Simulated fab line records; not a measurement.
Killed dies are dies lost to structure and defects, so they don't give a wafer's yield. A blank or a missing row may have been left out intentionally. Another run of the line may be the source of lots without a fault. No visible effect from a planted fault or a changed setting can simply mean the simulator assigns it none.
fab line records -- flow sky130
[record] lots = 13, wafers = 37, lastDay = 50
route steps=708 shown SD_P@331 SD_N@354 LI_CONTACT@362 PAD_OPEN@708
lots with no fault: from the same line, run without faults
startH: start of the lot's first displayed wafer, in hours after the record's first day -- waitH: time in hours since the lot's previous step -- " the same as in the row above -- L1.1+2: several wafers, shown together as one row -- - value missing, or start not given -- * or withheld: withheld -- < > ~ a bound
route shown NAME@n: NAME is a module with steps in the file, n the number in the route of the first one -- usual: mean/standard deviation taken from wafers without a fault -- same: alike in all rows -- chamber/n: place in a boat -- sites: readings site by site -- _std_site: the values' standard deviation -- _edge_site: outer sites' mean less inner sites' -- radiusMm: how far each site lies from the wafer's centre -- mask NAME#n: copy n -- behind: the tool/chamber that last shaped the wafer -- hold: the reason the lot was held/the length of the hold in hours/how it ended -- device: whichever transistor did not switch (one of n, p or np) -- end of line: the same wafers' tests at the end of the route -- where a step has no rows: the recipe by itself -- killed: dies that structure and defects cost at the first sort, which is not the same as the wafer's yield -- map: the dies of a wafer, with x for killed, . for not killed, _ for no die there
set.NAME: the setting that was run; set.NAME@STEP: the one run at that earlier step -- model.NAME: the simulator's own value behind a step, which no gauge read
route steps across a sampled set of lots; one table per step, one row per wafer
services: the hour from which a tool's chamber was out of use, counted from the record's first day as startH (under 0 if before that day), plus the number of hours and why
[[steps]]
[step SKY_SD_P_TW_MEAS_11]
[usual] SD_P_TW = 2813/22
lot.wafer,tool,chamber,startH,waitH,SD_P_TW
L466.1,filmMetro-02,-,589.96,0.1,2789
L466.3,filmMetro-02,-,589.96,0.1,2792
L466.6,filmMetro-02,-,589.96,0.1,2815
L467.3,filmMetro-02,-,604.46,0.1,2790
L467.4,filmMetro-02,-,604.46,0.1,2787
L467.5,filmMetro-02,-,604.46,0.1,2785
L469.1,filmMetro-02,-,623.20,0.1,2802
L469.3,filmMetro-02,-,623.20,0.1,2785
L469.4,filmMetro-02,-,623.20,0.1,2795
L474.2,filmMetro-02,-,664.70,0.1,2809
L474.3,filmMetro-02,-,664.70,0.1,2806
L474.6,filmMetro-02,-,664.70,0.1,2802
L475.3,filmMetro-03,-,674.81,0.1,2791
L475.5,filmMetro-03,-,674.81,0.1,2814
L476.3,filmMetro-01,-,681.53,0.1,2845
L476.5,filmMetro-01,-,681.53,0.1,2855
L478.1,filmMetro-01,-,691.31,0.1,2847
L478.2,filmMetro-01,-,691.31,0.1,2836
L478.5,filmMetro-01,-,691.31,0.1,2835
L477.2,filmMetro-02,-,704.90,0.1,2773
L477.3,filmMetro-02,-,704.90,0.1,2788
L477.4,filmMetro-02,-,704.90,0.1,2774
L481.4,filmMetro-02,-,748.87,0.1,2809
L481.5,filmMetro-02,-,748.87,0.1,2816
L481.6,filmMetro-02,-,748.87,0.1,2802
L485.3,filmMetro-02,-,756.73,0.1,2806
L485.4,filmMetro-02,-,756.73,0.1,2798
L485.6,filmMetro-02,-,756.73,0.1,2806
L486.1,filmMetro-01,-,763.50,0.1,2822
L486.4,filmMetro-01,-,763.50,0.1,2827
L486.5,filmMetro-01,-,763.50,0.1,2826
L487.2,filmMetro-02,-,770.16,0.1,2797
L487.4,filmMetro-02,-,770.16,0.1,2801
L487.5,filmMetro-02,-,770.16,0.1,2804
L488.3,filmMetro-01,-,780.55,0.1,2839
L488.5,filmMetro-01,-,780.55,0.1,2841
L488.6,filmMetro-01,-,780.55,0.1,2828
[step SKY_SD_N_TW_MEAS_12]
[usual] SD_N_TW = 3962/28
lot.wafer,tool,chamber,startH,waitH,SD_N_TW
L466.1,filmMetro-01,-,649.21,0.1,3977
L466.3,filmMetro-01,-,649.21,0.1,3965
L466.6,filmMetro-01,-,649.21,0.1,3979
L467.3,filmMetro-03,-,662.38,0.1,3994
L467.4,filmMetro-03,-,662.38,0.1,3978
L467.5,filmMetro-03,-,662.38,0.1,3964
L469.1,filmMetro-01,-,680.99,0.1,3986
L469.3,filmMetro-01,-,680.99,0.1,3991
L469.4,filmMetro-01,-,680.99,0.1,3963
L474.2,filmMetro-03,-,720.40,0.1,3963
L474.3,filmMetro-03,-,720.40,0.1,3963
L474.6,filmMetro-03,-,720.40,0.1,3964
L475.3,filmMetro-03,-,729.68,0.1,3939
L475.5,filmMetro-03,-,729.68,0.1,3932
L476.3,filmMetro-01,-,737.66,0.1,3994
L476.5,filmMetro-01,-,737.66,0.1,3984
L478.1,filmMetro-03,-,747.06,0.1,3960
L478.2,filmMetro-03,-,747.06,0.1,3959
L478.5,filmMetro-03,-,747.06,0.1,3971
L477.2,filmMetro-02,-,760.40,0.1,3964
L477.3,filmMetro-02,-,760.40,0.1,3970
L477.4,filmMetro-02,-,760.40,0.1,3982
L481.4,filmMetro-01,-,801.24,0.1,3987
L481.5,filmMetro-01,-,801.24,0.1,3989
L481.6,filmMetro-01,-,801.24,0.1,3984
L485.3,filmMetro-01,-,808.66,0.1,3974
L485.4,filmMetro-01,-,808.66,0.1,3982
L485.6,filmMetro-01,-,808.66,0.1,3979
L486.1,filmMetro-01,-,816.40,0.1,3977
L486.4,filmMetro-01,-,816.40,0.1,3971
L486.5,filmMetro-01,-,816.40,0.1,3963
L487.2,filmMetro-02,-,823.31,0.1,3928
L487.4,filmMetro-02,-,823.31,0.1,3960
L487.5,filmMetro-02,-,823.31,0.1,3948
L488.3,filmMetro-01,-,833.08,0.1,3987
L488.5,filmMetro-01,-,833.08,0.1,3965
L488.6,filmMetro-01,-,833.08,0.1,4000
[step SKY_SD_N_RS_MEAS_17]
[recipe] thkMeasGauge = four-point-probe
[usual] SD_P_RS = 147.3/0.43
lot.wafer,tool,chamber,startH,waitH,SD_P_RS[ohm/sq]
L466.1,filmMetro-02,-,649.61,0.1,147.7
L466.3,filmMetro-02,-,649.61,0.1,147.4
L466.6,filmMetro-02,-,649.61,0.1,147.6
L467.3,filmMetro-01,-,662.80,0.1,146.8
L467.4,filmMetro-01,-,662.80,0.1,146.8
L467.5,filmMetro-01,-,662.80,0.1,147.0
L469.1,filmMetro-03,-,681.39,0.1,147.1
L469.3,filmMetro-03,-,681.39,0.1,147.4
L469.4,filmMetro-03,-,681.39,0.1,147.5
L474.2,filmMetro-02,-,720.86,0.1,147.5
L474.3,filmMetro-02,-,720.86,0.1,147.3
L474.6,filmMetro-02,-,720.86,0.1,147.5
L475.3,filmMetro-02,-,730.12,0.1,146.9
L475.5,filmMetro-02,-,730.12,0.1,147.0
L476.3,filmMetro-02,-,738.14,0.1,148.2
L476.5,filmMetro-02,-,738.14,0.1,147.7
L478.1,filmMetro-02,-,747.47,0.1,147.1
L478.2,filmMetro-02,-,747.47,0.1,146.8
L478.5,filmMetro-02,-,747.47,0.1,147.4
L477.2,filmMetro-01,-,760.82,0.1,147.0
L477.3,filmMetro-01,-,760.82,0.1,146.8
L477.4,filmMetro-01,-,760.82,0.1,147.2
L481.4,filmMetro-03,-,801.68,0.1,147.1
L481.5,filmMetro-03,-,801.68,0.1,147.2
L481.6,filmMetro-03,-,801.68,0.1,147.0
L485.3,filmMetro-02,-,809.08,0.1,148.2
L485.4,filmMetro-02,-,809.08,0.1,148.5
L485.6,filmMetro-02,-,809.08,0.1,148.2
L486.1,filmMetro-03,-,816.81,0.1,146.9
L486.4,filmMetro-03,-,816.81,0.1,147.0
L486.5,filmMetro-03,-,816.81,0.1,146.9
L487.2,filmMetro-02,-,823.72,0.1,146.9
L487.4,filmMetro-02,-,823.72,0.1,147.0
L487.5,filmMetro-02,-,823.72,0.1,146.6
L488.3,filmMetro-03,-,833.51,0.1,147.0
L488.5,filmMetro-03,-,833.51,0.1,147.3
L488.6,filmMetro-03,-,833.51,0.1,147.3
[step SKY_LI_CONTACT_HDPCVD_00]
[recipe] material = PSG, targetThkNm = 930, sigmaOpenFrac = 0.3, timeS = 155, tempC = 600, sih4FlowSccm = 60, pressureMtorr = 6
[usual] runLengthS = 182.8/0.53
lot.wafer,tool,chamber,startH,waitH,runLengthS
L466.1,hdpcvd-02,0,649.87,0.0,183.8
L466.3,hdpcvd-02,2,649.87,0.0,182.3
L466.6,hdpcvd-02,0,649.87,0.0,183.0
L467.3,hdpcvd-02,1,663.02,0.0,181.9
L467.4,hdpcvd-02,1,663.02,0.0,182.7
L467.5,hdpcvd-02,0,663.02,0.0,183.2
L469.1,hdpcvd-02,0,681.65,0.0,183.0
L469.3,hdpcvd-02,1,681.65,0.0,181.9
L469.4,hdpcvd-02,0,681.65,0.0,184.1
L474.2,hdpcvd-01,2,721.10,0.0,183.2
L474.3,hdpcvd-01,1,721.10,0.0,232.8
L474.6,hdpcvd-01,2,721.10,0.0,183.3
L475.3,hdpcvd-01,1,730.33,0.0,232.0
L475.5,hdpcvd-01,2,730.33,0.0,182.8
L476.3,hdpcvd-01,1,738.36,0.0,232.1
L476.5,hdpcvd-01,1,738.36,0.0,183.0
L478.1,hdpcvd-02,2,747.72,0.0,182.5
L478.2,hdpcvd-02,1,747.72,0.0,182.1
L478.5,hdpcvd-02,1,747.72,0.0,181.9
L477.2,hdpcvd-02,1,761.06,0.0,182.2
L477.3,hdpcvd-02,0,761.06,0.0,183.0
L477.4,hdpcvd-02,2,761.06,0.0,182.7
L481.4,hdpcvd-02,0,801.93,0.1,182.9
L481.5,hdpcvd-02,1,801.93,0.1,181.8
L481.6,hdpcvd-02,2,801.93,0.1,182.3
L485.3,hdpcvd-02,1,809.30,0.0,182.2
L485.4,hdpcvd-02,1,809.30,0.0,182.4
L485.6,hdpcvd-02,0,809.30,0.0,183.0
L486.1,hdpcvd-01,1,817.07,0.0,183.6
L486.4,hdpcvd-01,2,817.07,0.0,182.6
L486.5,hdpcvd-01,1,817.07,0.0,183.2
L487.2,hdpcvd-01,0,823.96,0.0,184.1
L487.4,hdpcvd-01,1,823.96,0.0,182.8
L487.5,hdpcvd-01,0,823.96,0.0,183.1
L488.3,hdpcvd-01,2,833.73,0.0,182.6
L488.5,hdpcvd-01,0,833.73,0.0,183.2
L488.6,hdpcvd-01,1,833.73,0.0,183.2
[step SKY_LI_CONTACT_THK_MEAS_01]
[recipe] reads = PSG_of_LI_CONTACT_HDPCVD_00
[usual] LI_CONTACT_HDPCVD_THK = 934/10
lot.wafer,tool,chamber,startH,waitH,LI_CONTACT_HDPCVD_THK[nm]
L466.1,filmMetro-03,-,649.97,0.1,943
L466.3,filmMetro-03,-,649.97,0.1,920
L466.6,filmMetro-03,-,649.97,0.1,941
L467.3,filmMetro-03,-,663.14,0.1,953
L467.4,filmMetro-03,-,663.14,0.1,948
L467.5,filmMetro-03,-,663.14,0.1,937
L469.1,filmMetro-03,-,681.75,0.1,947
L469.3,filmMetro-03,-,681.75,0.1,938
L469.4,filmMetro-03,-,681.75,0.1,940
L474.2,filmMetro-02,-,721.21,0.1,949
L474.3,filmMetro-02,-,721.21,0.1,1224
L474.6,filmMetro-02,-,721.21,0.1,951
L475.3,filmMetro-01,-,730.46,0.1,1207
L475.5,filmMetro-01,-,730.46,0.1,950
L476.3,filmMetro-02,-,738.48,0.1,1226
L476.5,filmMetro-02,-,738.48,0.1,944
L478.1,filmMetro-03,-,747.83,0.1,930
L478.2,filmMetro-03,-,747.83,0.1,927
L478.5,filmMetro-03,-,747.83,0.1,920
L477.2,filmMetro-03,-,761.17,0.1,919
L477.3,filmMetro-03,-,761.17,0.1,925
L477.4,filmMetro-03,-,761.17,0.1,917
L481.4,filmMetro-03,-,802.01,0.0,939
L481.5,filmMetro-03,-,802.01,0.0,929
L481.6,filmMetro-03,-,802.01,0.0,931
L485.3,filmMetro-03,-,809.42,0.1,941
L485.4,filmMetro-03,-,809.42,0.1,930
L485.6,filmMetro-03,-,809.42,0.1,930
L486.1,filmMetro-02,-,817.17,0.1,919
L486.4,filmMetro-02,-,817.17,0.1,936
L486.5,filmMetro-02,-,817.17,0.1,912
L487.2,filmMetro-01,-,824.07,0.1,946
L487.4,filmMetro-01,-,824.07,0.1,932
L487.5,filmMetro-01,-,824.07,0.1,952
L488.3,filmMetro-01,-,833.85,0.1,943
L488.5,filmMetro-01,-,833.85,0.1,946
L488.6,filmMetro-01,-,833.85,0.1,928
[step SKY_LI_CONTACT_CMP_02]
[recipe] material = PSG, downForcePsi = 4, platenRpm = 60, padVelocityMS = 0.94248
[usual] motorCurrentA = 12.0/1.3, timeToEndpointS = 35/4.9
lot.wafer,tool,chamber,startH,waitH,motorCurrentA,timeToEndpointS
L466.3,cmp-02,0,650.03,0.0,10.3,39
L466.1,cmp-02,3,650.03,0.0,12.1,32
L466.6,cmp-02,1,650.03,0.0,10.5,28
L467.4,cmp-01,1,663.18,0.0,12.3,36
L467.3,cmp-01,2,663.18,0.0,10.5,43
L467.5,cmp-01,2,663.18,0.0,10.7,41
L469.3,cmp-01,0,681.81,0.0,12.4,37
L469.1,cmp-01,1,681.81,0.0,12.7,34
L469.4,cmp-01,2,681.81,0.0,11.0,39
L474.2,cmp-01,0,721.42,0.2,13.0,36
L474.3,cmp-01,1,721.42,0.2,11.6,61
L474.6,cmp-01,1,721.42,0.2,12.6,33
L475.3,cmp-01,3,730.55,0.1,15.1,71
L475.5,cmp-01,2,730.55,0.1,11.0,40
L476.3,cmp-02,0,738.86,0.4,11.2,72
L476.5,cmp-02,2,738.86,0.4,12.3,34
L478.1,cmp-02,3,747.99,0.1,10.8,33
L478.2,cmp-02,0,747.99,0.1,11.0,38
L478.5,cmp-02,2,747.99,0.1,12.1,27
L477.2,cmp-01,1,761.22,0.0,12.6,29
L477.4,cmp-01,2,761.22,0.0,10.8,34
L477.3,cmp-01,0,761.22,0.0,12.7,35
L481.4,cmp-02,3,802.09,0.1,11.6,35
L481.5,cmp-02,2,802.09,0.1,12.7,30
L481.6,cmp-02,3,802.09,0.1,11.9,34
L485.4,cmp-01,0,809.46,0.0,11.8,35
L485.3,cmp-01,2,809.46,0.0,11.2,37
L485.6,cmp-01,0,809.46,0.0,12.2,36
L486.4,cmp-01,1,817.28,0.1,12.7,33
L486.1,cmp-01,2,817.28,0.1,10.6,32
L486.5,cmp-01,1,817.28,0.1,12.1,32
L487.2,cmp-02,0,824.22,0.1,11.5,39
L487.4,cmp-02,3,824.22,0.1,12.1,33
L487.5,cmp-02,1,824.22,0.1,10.4,25
L488.3,cmp-02,2,833.94,0.1,12.0,29
L488.5,cmp-02,1,833.94,0.1,10.4,23
L488.6,cmp-02,2,833.94,0.1,11.8,25
[step SKY_PAD_OPEN_PROBE_99]
[usual] killed_at_M0_to_M3 = 44/6.9, killed_at_M4_up = 3.2/1.8, killedAtContacts = 23/5.2, killedAtFrontEnd = 15/4.5, killedAtOther = 0.3/0.56, killedDies = 85/8.8, killedOpen = 47/6.7, killedShort = 39/6.4
[same] grossDies = 492, killedAtBackSide = 0
lot.wafer,tool,chamber,startH,waitH,killed_at_M0_to_M3,killed_at_M4_up,killedAtContacts,killedAtFrontEnd,killedAtOther,killedDies,killedOpen,killedShort
L467.3,prober-02,-,1084.01,0.2,45,2,31,13,1,92,51,41
L467.4,prober-02,-,1084.06,0.2,45,4,18,14,0,81,34,47
L467.5,prober-02,-,1084.11,0.2,44,3,20,17,1,85,39,46
L469.1,prober-02,-,1102.83,0.1,49,4,22,12,0,87,49,38
L469.3,prober-02,-,1102.93,0.2,48,1,28,12,0,89,53,36
L469.4,prober-02,-,1102.98,0.2,36,1,24,19,1,81,50,31
L475.3,prober-02,-,1133.85,0.2,39,2,20,15,0,76,48,28
L475.5,prober-02,-,1133.95,0.2,55,1,18,22,0,96,48,48
L476.3,prober-01,-,1140.63,0.2,45,6,23,15,0,89,57,32
L476.5,prober-01,-,1140.73,0.2,41,3,25,25,0,94,44,50
L478.1,prober-02,-,1147.33,0.1,50,4,24,19,1,98,50,48
L478.2,prober-02,-,1147.38,0.1,46,6,18,13,2,85,47,38
L478.5,prober-02,-,1147.53,0.2,41,6,23,13,0,83,53,30
L477.2,prober-01,-,1154.62,0.1,45,5,21,17,1,89,53,36
L477.3,prober-01,-,1154.67,0.2,40,2,17,15,0,74,45,29
L477.4,prober-01,-,1154.72,0.2,44,8,21,18,0,91,45,46
// killed by level:class
L467.3 LI_CONTACT:geometricParticle:open=10 VIA1:geometricParticle:open=10 CONTACT:geometricParticle:open=8 METAL1:geometricParticle:short=7 LOCAL_INTERCONNECT:geometricParticle:short=6 VIA3:geometricParticle:open=6 CONTACT:geometricParticle:short=5 VIA2:geometricParticle:open=5
L467.4 VIA2:geometricParticle:open=10 VIA1:geometricParticle:open=10 CONTACT:geometricParticle:short=7 METAL1:geometricParticle:short=7 VIA1:geometricParticle:short=6 VIA2:geometricParticle:short=6 FIELD_ISO:geometricParticle:short=5 CONTACT:geometricParticle:open=5
L467.5 VIA1:geometricParticle:open=7 FIELD_ISO:geometricParticle:short=6 CONTACT:geometricParticle:open=6 VIA1:geometricParticle:short=6 METAL1:geometricParticle:short=6 CONTACT:geometricParticle:short=5 VIA3:geometricParticle:open=5 POLY_GATE:geometricParticle:short=4
L469.1 VIA2:geometricParticle:open=13 VIA1:geometricParticle:open=8 LOCAL_INTERCONNECT:geometricParticle:short=7 LI_CONTACT:geometricParticle:open=6 VIA3:geometricParticle:short=6 FIELD_ISO:geometricParticle:open=4 SPACER:geometricParticle:short=4 CONTACT:geometricParticle:open=4
L469.3 VIA3:geometricParticle:open=12 VIA1:geometricParticle:open=11 CONTACT:geometricParticle:open=9 CONTACT:geometricParticle:short=7 VIA2:geometricParticle:open=6 POLY_GATE:geometricParticle:short=5 POLY_GATE:geometricParticle:open=5 LI_CONTACT:geometricParticle:short=5
L469.4 CONTACT:geometricParticle:open=13 VIA1:geometricParticle:open=9 VIA3:geometricParticle:open=7 FIELD_ISO:geometricParticle:open=5 FIELD_ISO:geometricParticle:short=4 POLY_GATE:geometricParticle:short=4 POLY_GATE:geometricParticle:open=4 METAL1:geometricParticle:short=4
L475.3 VIA1:geometricParticle:open=17 CONTACT:geometricParticle:open=11 VIA3:geometricParticle:short=5 VIA1:geometricParticle:short=5 FIELD_ISO:geometricParticle:short=4 VIA2:geometricParticle:open=4 FIELD_ISO:geometricParticle:open=3 LI_CONTACT:geometricParticle:open=3
L475.5 METAL2:geometricParticle:short=10 CONTACT:geometricParticle:open=8 VIA3:geometricParticle:open=8 VIA1:geometricParticle:open=7 FIELD_ISO:geometricParticle:open=6 VIA2:geometricParticle:short=6 VIA2:geometricParticle:open=6 FIELD_ISO:geometricParticle:short=5
L476.3 VIA2:geometricParticle:open=13 LI_CONTACT:geometricParticle:open=9 CONTACT:geometricParticle:open=8 VIA3:geometricParticle:open=8 VIA1:geometricParticle:open=6 FIELD_ISO:geometricParticle:open=5 VIA1:geometricParticle:short=4 METAL2:geometricParticle:short=4
L476.5 VIA1:geometricParticle:open=9 FIELD_ISO:geometricParticle:short=8 CONTACT:geometricParticle:open=8 VIA2:geometricParticle:short=8 LI_CONTACT:geometricParticle:open=7 METAL2:geometricParticle:short=7 VIA3:geometricParticle:open=5 POLY_GATE:geometricParticle:short=5
L478.1 CONTACT:geometricParticle:open=9 VIA1:geometricParticle:open=7 VIA3:geometricParticle:open=7 VIA2:geometricParticle:open=6 METAL2:geometricParticle:short=6 METAL1:geometricParticle:short=6 METAL3:geometricParticle:short=6 FIELD_ISO:geometricParticle:open=5
L478.2 VIA3:geometricParticle:open=11 VIA1:geometricParticle:open=8 LI_CONTACT:geometricParticle:open=6 VIA2:geometricParticle:open=6 METAL4:geometricParticle:short=5 FIELD_ISO:geometricParticle:short=4 POLY_GATE:geometricParticle:short=4 CONTACT:geometricParticle:open=4
L478.5 VIA2:geometricParticle:open=10 VIA3:geometricParticle:open=8 VIA1:geometricParticle:open=8 CONTACT:geometricParticle:short=7 CONTACT:geometricParticle:open=7 FIELD_ISO:geometricParticle:open=5 FIELD_ISO:geometricParticle:short=4 LOCAL_INTERCONNECT:geometricParticle:short=3
L477.2 VIA1:geometricParticle:open=16 CONTACT:geometricParticle:open=9 VIA3:geometricParticle:open=7 VIA1:geometricParticle:short=6 LI_CONTACT:geometricParticle:open=5 METAL4:geometricParticle:short=5 FIELD_ISO:geometricParticle:short=4 FIELD_ISO:geometricParticle:open=4
L477.3 LI_CONTACT:geometricParticle:open=9 VIA1:geometricParticle:open=9 VIA3:geometricParticle:open=8 VIA2:geometricParticle:open=6 POLY_GATE:geometricParticle:short=4 CONTACT:geometricParticle:open=4 VIA3:geometricParticle:short=4 FIELD_ISO:geometricParticle:open=3
L477.4 VIA1:geometricParticle:open=11 CONTACT:geometricParticle:open=11 FIELD_ISO:geometricParticle:short=6 METAL4:geometricParticle:short=6 VIA2:geometricParticle:short=5 METAL2:geometricParticle:short=5 METAL3:geometricParticle:short=5 POLY_GATE:geometricParticle:open=4
[[services]]
tool,chamber,startH,hours,kind
hdpcvd-01,-,650.75,15.0,pm
hdpcvd-01,0,650.75,15.0,ventCycle
hdpcvd-01,1,650.75,15.0,ventCycle
hdpcvd-01,2,650.75,15.0,ventCycle
cmp-02,-,650.78,1.0,repair
hdpcvd-01,0,665.75,-,clean
hdpcvd-01,1,665.75,-,clean
hdpcvd-01,2,665.75,-,clean
cmp-02,-,669.76,1.1,repair
cmp-02,-,675.52,0.7,repair
hdpcvd-02,-,687.21,6.0,pm
cmp-01,-,699.39,16.8,pm
cmp-02,-,716.23,5.5,pm
hdpcvd-01,2,717.28,2.9,repair
cmp-02,-,724.55,3.8,repair
cmp-02,-,732.22,4.3,pm
cmp-01,-,742.22,3.3,repair
cmp-01,-,745.54,4.0,pm
cmp-01,-,749.54,-,consumableReplace:conditioner
cmp-01,-,749.54,-,consumableReplace:pad
hdpcvd-01,-,775.99,1.2,repair
cmp-01,-,793.44,4.8,pm
cmp-01,-,818.53,6.7,repair
hdpcvd-01,-,828.78,0.6,repair
[[key]]
[firstSign] step = SKY_LI_CONTACT_HDPCVD_00, reading = runLengthS, direction = up, sigmas = 93, usual = *, struck = *
[effect] step = SKY_LI_CONTACT_THK_MEAS_01, reading = LI_CONTACT_HDPCVD_THK, direction = up, sigmas = 28, usual = 934, struck = 1219
[effect] step = SKY_LI_CONTACT_CMP_02, reading = timeToEndpointS, direction = up, sigmas = 6.8, usual = *, struck = *
metAt SKY_LI_CONTACT_HDPCVD_00
struckLots L474,L475,L476
struckWafers L474.3,L475.3,L476.3
testerLeftOut L474,L475,L476
notActingAt SKY_SD_P_TW_MEAS_11,SKY_SD_N_TW_MEAS_12,SKY_SD_N_RS_MEAS_17
[fault] kind = processParameterDrift, tool = hdpcvd-01, chamber = -, onsetH = 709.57, steps = SKY_LI_CONTACT_HDPCVD_00, channel = timeS, offset = *, shape = step, endH = 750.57, scope = struckWafersOnly, actsIn = *, stated = *
// testerLeftOut: of these lots the tester's yield and bins aren't shown, on N5 and GAA mostly nor the transistor test; their killed dies are dies lost to structure and defects alone, not to doping, threshold or leakage, so they don't give the yield
